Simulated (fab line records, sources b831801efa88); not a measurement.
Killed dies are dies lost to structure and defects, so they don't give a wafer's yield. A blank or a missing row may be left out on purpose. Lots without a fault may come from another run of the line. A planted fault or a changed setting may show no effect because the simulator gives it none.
Which tool did it? | flow gf180mcu | 12 lots, 36 wafers sampled, at 4 steps of a route of 602

WHAT THE GAUGES READ, wafer by wafer
The record holds no reading of a measuring or inspecting step that can be judged against a usual standard deviation.

WHICH TOOL RAN EACH LOT (tool, then ch and the chambers of the sampled wafers, then the start)
lot  | GF_STI_ETCH_14                  | GF_V1_CVD_02                    | GF_V2_CVD_02                    | GF_V2_SPUTTER_21
L928 | rie_si-01 ch 1,3, day 2 01:13   | pecvd-01 ch 0,2, day 16 18:58   | pecvd-03 ch 1,2, day 18 19:55   | pvd_sputter-01, day 19 21:37
L929 | rie_si-02 ch 0,2, day 2 06:40   | pecvd-01 ch 0,1, day 17 08:41   | pecvd-02 ch 1,2, day 19 10:55   | pvd_sputter-04, day 20 12:53
L931 | rie_si-02 ch 0,1, day 2 16:22   | pecvd-03 ch 0,2, day 17 21:52   | pecvd-03 ch 0,2, day 20 00:26   | pvd_sputter-03, day 21 02:56
L932 | rie_si-02 ch 1,2, day 3 01:30   | pecvd-01 ch 1,2, day 18 09:42   | pecvd-01 ch 1,2, day 20 14:01   | pvd_sputter-04, day 21 15:29
L937 | rie_si-02 ch 1,2,3, day 3 23:22 | pecvd-03 ch 1,2, day 20 12:11   | pecvd-03 ch 0,1, day 22 14:13   | pvd_sputter-04, day 23 14:01
L939 | rie_si-02 ch 1,2, day 4 10:16   | pecvd-01 ch 1,2, day 21 10:12   | pecvd-03 ch 1,2, day 23 11:55   | pvd_sputter-01, day 24 11:16
L941 | rie_si-01 ch 1,2,3, day 4 19:55 | pecvd-01 ch 0,1, day 22 02:41   | pecvd-02 ch 0,1,2, day 24 03:58 | pvd_sputter-01, day 25 02:37
L943 | rie_si-01 ch 0,2,3, day 5 06:38 | pecvd-04 ch 0,1,2, day 22 22:41 | pecvd-02 ch 0,1, day 24 22:08   | pvd_sputter-03, day 25 20:26
L944 | rie_si-01 ch 0,1,3, day 5 12:46 | pecvd-03 ch 1,2, day 23 13:17   | pecvd-03 ch 0,1,2, day 25 11:40 | pvd_sputter-03, day 26 10:28
L945 | rie_si-01 ch 0,1,3, day 5 18:16 | pecvd-04 ch 0,1,2, day 24 01:32 | pecvd-02 ch 0,2, day 25 23:42   | pvd_sputter-03, day 26 21:25
L948 | rie_si-01 ch 1,2, day 6 09:19   | pecvd-01 ch 0,1,2, day 24 13:41 | pecvd-01 ch 0,2, day 26 11:20   | pvd_sputter-04, day 27 09:11
L949 | rie_si-01 ch 0,1,3, day 6 15:09 | pecvd-03 ch 0,1,2, day 24 18:05 | pecvd-02 ch 0,1,2, day 26 14:46 | pvd_sputter-01, day 27 12:14
- GF_STI_ETCH_14: etches Si in HBr/Cl2/O2, target depth 360 nm, time 102.9 s.
- GF_V1_CVD_02: deposits SiO2 from TEOS, target thk 850 nm, time 94.851 s.
- GF_V2_CVD_02: deposits SiO2 from TEOS, target thk 850 nm, time 94.851 s.
- GF_V2_SPUTTER_21: material Ti, target thk 15 nm, time 80.02 s.

WHAT THE TOOLS THEMSELVES READ (means of the sampled wafers that have a number; where no wafer has one, the mark that the record gives instead)
GF_STI_ETCH_14. Usual: drypump_motor_current_A 5.6 A, standard deviation 0.47; he_backside_leak_sccm 2.7 sccm, standard deviation 0.3; mfc_cl2_sccm 39.97 sccm, standard deviation 0.11; oes_product_au 0.995 a.u., standard deviation 0.0096; run_length_s 131.2 s, standard deviation 0.31; throttle_valve_pct 25.658 %, standard deviation 0.01.
lot  | tool      | drypump_motor_current_A (A) | he_backside_leak_sccm (sccm) | mfc_cl2_sccm (sccm) | oes_product_au (a.u.) | run_length_s (s) | throttle_valve_pct (%) | flag
L928 | rie_si-01 | 5.4                         | 2.6                          | 40.02               | 0.989                 | 130.6            | 25.668                 |
L929 | rie_si-02 | 5.3                         | 2.4                          | 40.00               | 1.001                 | 131.2            | 25.647                 |
L931 | rie_si-02 | 5.2                         | 2.6                          | 39.96               | 0.997                 | 130.8            | 25.664                 |
L932 | rie_si-02 | 5.4                         | 2.9                          | 39.91               | 0.994                 | 131.2            | 25.665                 |
L937 | rie_si-02 | 5.6                         | 2.8                          | 39.97               | 1.008                 | 128.2            | 25.658                 | OFF
L939 | rie_si-02 | 5.5                         | 2.8                          | 39.86               | 0.996                 | 128.2            | 25.659                 | OFF
L941 | rie_si-01 | 5.6                         | 2.6                          | 40.01               | 0.992                 | 131.3            | 25.661                 |
L943 | rie_si-01 | 5.8                         | 2.7                          | 39.92               | 0.993                 | 131.2            | 25.661                 |
L944 | rie_si-01 | 5.9                         | 2.9                          | 40.01               | 0.992                 | 131.3            | 25.661                 |
L945 | rie_si-01 | 5.9                         | 2.8                          | 39.86               | 0.987                 | 131.0            | 25.669                 |
L948 | rie_si-01 | 5.9                         | 2.7                          | 39.88               | 0.987                 | 131.2            | 25.659                 |
L949 | rie_si-01 | 5.9                         | 2.8                          | 39.96               | 0.991                 | 131.1            | 25.664                 |

GF_V1_CVD_02. Usual: heater_power_w 664 W, standard deviation 89.
lot  | tool     | heater_power_w (W) | flag
L928 | pecvd-01 | 707                |
L929 | pecvd-01 | 656                |
L931 | pecvd-03 | 714                |
L932 | pecvd-01 | 674                |
L937 | pecvd-03 | 636                |
L939 | pecvd-01 | 648                |
L941 | pecvd-01 | 659                |
L943 | pecvd-04 | 655                |
L944 | pecvd-03 | 592                |
L945 | pecvd-04 | 634                |
L948 | pecvd-01 | 667                |
L949 | pecvd-03 | 656                |

GF_V2_CVD_02. Usual: heater_power_w 663 W, standard deviation 77.
lot  | tool     | heater_power_w (W) | flag
L928 | pecvd-03 | 608                |
L929 | pecvd-02 | 655                |
L931 | pecvd-03 | 700                |
L932 | pecvd-01 | 685                |
L937 | pecvd-03 | 675                |
L939 | pecvd-03 | 672                |
L941 | pecvd-02 | 597                |
L943 | pecvd-02 | 577                |
L944 | pecvd-03 | 697                |
L945 | pecvd-02 | 689                |
L948 | pecvd-01 | 689                |
L949 | pecvd-02 | 637                |

GF_V2_SPUTTER_21. Usual: throttle_valve_pct 29.8 %, standard deviation 1.
lot  | tool           | throttle_valve_pct (%) | flag
L928 | pvd_sputter-01 | 29.4                   |
L929 | pvd_sputter-04 | 29.3                   |
L931 | pvd_sputter-03 | 30.4                   |
L932 | pvd_sputter-04 | 28.4                   |
L937 | pvd_sputter-04 | 29.5                   |
L939 | pvd_sputter-01 | 30.3                   |
L941 | pvd_sputter-01 | 30.2                   |
L943 | pvd_sputter-03 | 30.3                   |
L944 | pvd_sputter-03 | 30.3                   |
L945 | pvd_sputter-03 | 30.3                   |
L948 | pvd_sputter-04 | 29.5                   |
L949 | pvd_sputter-01 | 29.5                   |

THE ANSWER, worked out from the rows above alone
Rule: a lot is off if the mean of its wafers that have a number lies more than 3 standard deviations from the usual mean. A lot without any number at a reading at which 4 lots or more have one is off too. The other lots that the step has rows for count as sound. The gauges are gone through in route order, then the tools' own readings, and for those a lot's mean is taken as printed above. The first step at which some lot is off is used, and at that step the reading that is off furthest; a lot without a number counts as furthest.
Off: L937, L939, at GF_STI_ETCH_14 (run_length_s).
A tool fits if, at that step or a process step before it, it ran every lot that is off, and no sound lot after the first of them. One fits: rie_si-02 at GF_STI_ETCH_14. Its last sound lot is L932 (day 3 01:30), its first lot that is off L937 (day 3 23:22): a fault that began between those two fits.
The tool's own readings at GF_STI_ETCH_14 bear it out: on the lots that are off they differ by more than 5 times the standard deviation of the sound lots' means. run_length_s reads 128.2 s there against 131.1 s on the sound lots.

WHAT THE SIMULATOR HAD PUT IN
Process parameter drift: rie_si-02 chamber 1, from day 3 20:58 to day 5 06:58, at GF_STI_ETCH_14. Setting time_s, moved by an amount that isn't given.
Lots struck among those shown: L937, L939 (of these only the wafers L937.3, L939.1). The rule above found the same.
